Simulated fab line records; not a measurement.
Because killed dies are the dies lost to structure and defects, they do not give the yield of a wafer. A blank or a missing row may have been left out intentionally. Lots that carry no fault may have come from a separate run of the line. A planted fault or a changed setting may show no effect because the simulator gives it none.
One fault through the eyes of 2 desks ; flow gf180mcu ; each desk has only its own numbers; what lay behind them comes last

## DESK OF THE TOOL OWNER: pecvd-04
The tool's own readings at GF_V1_CVD_02 (deposits SiO2 from TEOS, target thk 850 nm, time 94.851 s): means of the sampled wafers that have a number, for each lot that ran on this tool. The brackets show how far a lot's mean lies from the usual mean; more than 4 standard deviations puts the lot out of limits, marked OUT.
Columns: A = heater_power_w at GF_V1_CVD_02, usual 670 W
lot;first seen here;A
L878;day 18 06:20;720
L880;day 19 00:47;823
L890;day 22 20:29;718
L892;day 23 10:17;736
L896;day 24 16:17;757
This desk's finding: nothing out of limits on any of the 5 lots.

## METROLOGY DESK
Means of the sampled wafers that have a number, per lot and without regard to the tool the lot ran on: this is what the gauges read. The brackets show how far a lot's mean lies from the usual mean; more than 4 standard deviations puts the lot out of limits, marked OUT.
Columns: A = SALICIDE_TIN_THK at GF_SALICIDE_THK_MEAS_05, usual 20.27 nm; B = V1_CVD_02_THK at GF_V1_THK_MEAS_03, usual 847 nm
lot;first seen here;A;B
L876;day 15 08:09;20.77;843
L877;day 15 20:43;20.23;843
L878;day 16 04:05;20.53;841
L879;day 16 11:08;20.73;837
L880;day 16 21:29;20.41;844
L884;day 18 12:19;20.28;852
L885;day 18 19:40;20.09;858
L888;day 19 23:41;20.39;862
L890;day 20 17:49;20.19;846
L892;day 21 08:32;20.32;773 (-5.7) OUT
L896;day 22 15:44;20.02;694 (-12) OUT
L898;day 23 10:10;20.52;836
Finding of this desk: L892, L896 out of limits, first seen on L892 at day 23 10:22 (V1_CVD_02_THK at GF_V1_THK_MEAS_03). L876, L877, L878, L879, L880, L884, L885, L888, L890, L898 stayed within limits.

## ALL TOGETHER
Metrology desk: alarm possible at day 23 10:22 on L892, L896.
The desk of the tool owner found nothing out of limits.
Tool owner's desk: L892, L896 on record, inside its limits.
All the named lots went through GF_V1_CVD_02 on pecvd-04.

## WHAT WAS PUT IN BY THE SIMULATOR
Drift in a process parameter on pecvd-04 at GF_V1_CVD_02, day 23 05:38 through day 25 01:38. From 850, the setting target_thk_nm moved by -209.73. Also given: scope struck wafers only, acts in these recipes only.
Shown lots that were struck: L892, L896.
Delay in hours, fault start to first out-of-limits reading, per desk: metrology desk 5.
